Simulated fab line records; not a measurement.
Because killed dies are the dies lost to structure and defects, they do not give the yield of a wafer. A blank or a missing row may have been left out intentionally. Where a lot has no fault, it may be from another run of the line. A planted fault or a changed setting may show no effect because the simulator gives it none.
Chamber matching -- flow sky130 -- 4 sister chambers for SKY_FIELD_ISO_ETCH_15 on rieDiel-03
The step etches the open film in CHF3/O2, stops on Si, target depth 180 nm, time 72 s. 4 wafers are shown with their chamber, then 7 later ones without.

## WAFERS WITH THEIR CHAMBER
wafer,chamber,drypumpMotorCurrentA (A)
L824.1,0,5.2
L825.3,1,5.8
L826.1,3,6.2
L826.3,2,6.2

## WAFERS MISSING THEIR CHAMBER
wafer,drypumpMotorCurrentA (A)
L826.5,5.8
L834.1,6.3
L834.5,5.8
L834.6,6.3
L837.2,5.2
L837.4,5.2
L837.6,5.8

## THE CHAMBER EACH PASSED THROUGH
wafer,from the rows above,in truth
L826.5,1,1
L834.1,can't be placed: 2 or 3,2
L834.5,1,1
L834.6,can't be placed: 2 or 3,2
L837.2,0,0
L837.4,0,0
L837.6,1,1
Correctly placed: 5 of 7. Can't be placed from these rows: 2 (the true chamber is among the candidates in 2). Wrongly placed: 0.
How it was worked out, from the rows above alone: a wafer's distance from a chamber is the root of the sum, over the readings, of the square of ((its reading less the chamber's mean) divided by the reading's scatter). If the next closest chamber is less than 2 further off than the closest, the wafer can't be placed; otherwise it belongs to the closest. The mean given for a chamber averages the wafers shown for that chamber. The scatter: root of mean squared gap, hidden wafer to nearest shown wafer, with one shown wafer a chamber.
